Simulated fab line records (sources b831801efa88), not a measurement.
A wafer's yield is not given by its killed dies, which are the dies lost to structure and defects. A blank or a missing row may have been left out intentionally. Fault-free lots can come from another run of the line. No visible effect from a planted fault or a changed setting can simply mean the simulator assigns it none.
Matching of chambers :: flow sky130 :: rieSi-01 running SKY_POLY_GATE_ETCH_17: 4 sister chambers
The step etches poly-Si in HBr/Cl2, stops on SiO2, target depth 180 nm, time 70.5 s. 4 wafers are shown with their chamber, then 7 later ones without.

## EACH WAFER AND ITS CHAMBER
wafer: L638.4
chamber: 3
throttleValvePct (%): 33.664

wafer: L643.5
chamber: 0
throttleValvePct (%): 33.686

wafer: L645.3
chamber: 1
throttleValvePct (%): 33.699

wafer: L645.4
chamber: 2
throttleValvePct (%): 33.673

## WAFERS WITHOUT THEIR CHAMBER
wafer: L645.5
throttleValvePct (%): 33.659

wafer: L647.2
throttleValvePct (%): 33.679

wafer: L647.3
throttleValvePct (%): 33.687

wafer: L647.4
throttleValvePct (%): 33.683

wafer: L651.1
throttleValvePct (%): 33.682

wafer: L651.2
throttleValvePct (%): 33.685

wafer: L651.4
throttleValvePct (%): 33.694

## WHICH CHAMBER EACH ONE RAN IN
wafer: L645.5
from the rows above: 3
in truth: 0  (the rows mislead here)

wafer: L647.2
from the rows above: can't be placed: 2 or 0
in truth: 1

wafer: L647.3
from the rows above: 0
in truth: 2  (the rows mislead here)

wafer: L647.4
from the rows above: can't be placed: 0 or 2
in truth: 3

wafer: L651.1
from the rows above: can't be placed: 0 or 2
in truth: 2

wafer: L651.2
from the rows above: 0
in truth: 0

wafer: L651.4
from the rows above: can't be placed: 1 or 0
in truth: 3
Correctly placed: 1 of 7. Can't be placed from these rows: 4 (the true chamber is among the candidates in 1). 2 placed wrongly.
How it was worked out, from the rows above alone: a wafer's distance from a chamber is the root of the sum, over the readings, of the square of ((its reading less the chamber's mean) divided by the reading's scatter). The wafer belongs to the nearest chamber; if the next one is less than 2 further off, it can't be placed. The mean given for a chamber averages the wafers shown for that chamber. The scatter: root of mean squared gap, hidden wafer to nearest shown wafer, with one shown wafer a chamber.
